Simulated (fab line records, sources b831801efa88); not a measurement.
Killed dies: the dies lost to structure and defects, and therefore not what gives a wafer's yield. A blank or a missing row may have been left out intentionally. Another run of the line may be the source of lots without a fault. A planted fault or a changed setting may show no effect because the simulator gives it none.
Which tool did it?	flow gf180mcu	13 lots, 39 wafers sampled, at 5 steps of a route of 602

== WHAT EACH GAUGE READ, for each wafer ==
GF_DUAL_GATE_OVL_MEAS_11.
lot	measured	on	DUAL_GATE_OVL (nm)
L603	day 8 18:18	overlay-02	0.9 0.2 0.0
L606	day 9 13:40	overlay-02	-2.9 -2.7 -3.0
L607	day 9 19:44	overlay-02	-3.6 -2.6 -1.9
L608	day 10 04:45	overlay-02	-0.5 0.2 -0.6
L609	day 10 09:37	overlay-02	-4.1 -3.0 -3.0
L611	day 10 21:31	overlay-02	-0.9 -0.7 -0.5
L613	day 11 11:41	overlay-02	1.8 0.4 1.3
L614	day 11 19:06	overlay-02	-0.2 -1.4 0.2
L615	day 12 01:20	overlay-02	-2.4 -1.0 -1.6
L618	day 13 01:25	overlay-01	-2.7 -2.6 -1.7
L621	day 13 21:05	overlay-02	-0.1 0.1 0.3
L623	day 14 09:37	overlay-02	-1.3 -1.7 -1.0
L625	day 15 05:38	overlay-02	-1.2 -0.6 -0.5

GF_POLY_GATE_CD_MEAS_10 targets a cd of 280 nm.
lot	measured	on	cdNm (nm)
L603	day 9 14:55	cdSem-02	278.8 277.3 278.1
L606	day 10 12:40	cdSem-01	281.0 282.1 281.9
L607	day 10 17:15	cdSem-02	282.9 281.9 282.6
L608	day 11 03:47	cdSem-02	277.9 277.8 278.4
L609	day 11 08:23	cdSem-02	279.3 279.4 280.7
L611	day 11 19:16	cdSem-02	281.4 281.7 280.6
L613	day 12 10:07	cdSem-01	281.6 279.5 279.9
L614	day 12 17:43	cdSem-01	281.9 280.7 280.8
L615	day 13 01:08	cdSem-01	279.2 281.0 279.8
L618	day 14 01:43	cdSem-01	278.3 278.4 277.9
L621	day 14 22:17	cdSem-01	278.7 278.7 279.7
L623	day 15 10:05	cdSem-02	279.3 279.6 280.7
L625	day 16 07:08	cdSem-02	280.0 280.6 280.0

GF_HV_LDD_CD_MEAS_07 targets a cd of 400 nm.
lot	measured	on	cdNm (nm)
L603	day 10 12:01	cdSem-01	398.5 401.5 400.2
L606	day 11 09:04	cdSem-02	400.2 397.9 399.2
L607	day 11 13:34	cdSem-02	400.8 402.0 400.9
L608	day 12 00:22	cdSem-02	396.6 397.7 395.7
L609	day 12 05:28	cdSem-02	398.8 400.2 398.6
L611	day 12 16:24	cdSem-01	399.7 401.0 400.8
L613	day 13 07:02	cdSem-02	397.8 399.5 397.5
L614	day 13 16:20	cdSem-01	403.7 404.3 400.6
L615	day 13 23:10	cdSem-02	396.4 398.9 397.6
L618	day 15 00:23	cdSem-01	398.9 399.7 400.4
L621	day 15 22:01	cdSem-01	400.2 402.2 401.4
L623	day 16 09:45	cdSem-01	318.0 318.8 320.1 317.6 318.8 319.8
L625	day 17 08:31	cdSem-02	401.5 401.8 399.0

== WHAT TOOL EACH LOT RAN ON (gives the tool, then ch and the chambers of the sampled wafers, and finally the start) ==
lot	GF_NWELL_STRIP_10	GF_HV_LDD_EXPOSE_04
L603	plasmaAsher-04 ch 0,1, day 3 16:13	ilineStepper-01 ch 0, day 10 03:03
L606	plasmaAsher-04 ch 0,1, day 4 06:24	ilineStepper-01 ch 0, day 11 00:37
L607	plasmaAsher-02 ch 0,1, day 4 11:38	ilineStepper-02 ch 0, day 11 04:29
L608	plasmaAsher-02 ch 0,1, day 4 15:48	ilineStepper-02 ch 0, day 11 15:05
L609	plasmaAsher-02 ch 0,1, day 4 21:52	ilineStepper-02 ch 0, day 11 20:34
L611	plasmaAsher-02 ch 0,1, day 5 08:16	ilineStepper-02 ch 0, day 12 06:38
L613	plasmaAsher-02 ch 0,1, day 5 19:51	ilineStepper-01 ch 0, day 12 22:01
L614	plasmaAsher-02 ch 0,1, day 5 23:40	ilineStepper-02 ch 0, day 13 05:54
L615	plasmaAsher-03 ch 0,1, day 6 05:19	ilineStepper-02 ch 0, day 13 13:16
L618	plasmaAsher-03 ch 0,1, day 7 00:07	ilineStepper-02 ch 0, day 14 14:09
L621	plasmaAsher-02 ch 0,1, day 7 15:37	ilineStepper-02 ch 0, day 15 11:41
L623	plasmaAsher-04 ch 0,1, day 8 02:08	ilineStepper-02 ch 0, day 15 22:34
L625	plasmaAsher-02 ch 0,1, day 8 15:26	ilineStepper-01 ch 0, day 16 20:55
- GF_NWELL_STRIP_10: strips in O2/N2.
- GF_HV_LDD_EXPOSE_04: exposes mask Nplus LV AREA, target cd 400 nm.

== AS READ BY THE TOOLS THEMSELVES (means over the sampled wafers that have a number; for cases with no such wafer, the mark the record gives instead) ==
GF_NWELL_STRIP_10.
lot	tool	drypumpMotorCurrentA (A)	heaterPowerW (W)	oesProductAu (a.u.)	stripTimeToEndpointS (s)
L603	plasmaAsher-04	5.42	308	0.717	36.84
L606	plasmaAsher-04	5.62	287	0.726	36.97
L607	plasmaAsher-02	5.52	366	0.724	37.04
L608	plasmaAsher-02	5.56	364	0.723	37.00
L609	plasmaAsher-02	5.55	365	0.724	36.97
L611	plasmaAsher-02	5.63	348	0.721	36.90
L613	plasmaAsher-02	5.54	365	0.723	37.06
L614	plasmaAsher-02	5.54	365	0.725	37.09
L615	plasmaAsher-03	5.63	333	0.725	36.96
L618	plasmaAsher-03	5.64	332	0.725	37.09
L621	plasmaAsher-02	5.64	344	0.726	37.06
L623	plasmaAsher-04	5.43	302	0.724	36.94
L625	plasmaAsher-02	5.64	342	0.724	36.88

== THE ANSWER, worked out from the rows above alone ==
Rule: usual is defined by the lots themselves. Put in order of their means at a reading, lots are off if they are a third of the lots or fewer, leave a main group of 4 or more, and stand apart from it by a gap of 3 or more times the standard deviation of the main group's means; of several such gaps the widest counts. A main group is skipped when, at the precision printed for the reading in the tables above, its means are all equal. Also off: a lot with no number at a reading for which 4 or more lots have one. Where the step has rows for the other lots, those lots are counted as sound. First the gauges in route order, then the tools' own readings, where a lot's mean is used as printed above. The first step at which some lot is off is used, and at that step the reading that is off furthest; a lot without a number counts as furthest.
Off: L623, at GF_HV_LDD_CD_MEAS_07 (cdNm). Mean 399.8 nm and standard deviation 1.7 in the main group.
If a tool, at a process step before that reading, ran all the lots that are off and no sound lot after the first of them, it fits. Those tools and the gauges at GF_HV_LDD_CD_MEAS_07 are tried in the same way. Can't be told from this: 3 tools fit, plasmaAsher-04 at GF_NWELL_STRIP_10, ilineStepper-02 at GF_HV_LDD_EXPOSE_04, cdSem-01 at GF_HV_LDD_CD_MEAS_07.

== WHAT THE SIMULATOR PUT IN ==
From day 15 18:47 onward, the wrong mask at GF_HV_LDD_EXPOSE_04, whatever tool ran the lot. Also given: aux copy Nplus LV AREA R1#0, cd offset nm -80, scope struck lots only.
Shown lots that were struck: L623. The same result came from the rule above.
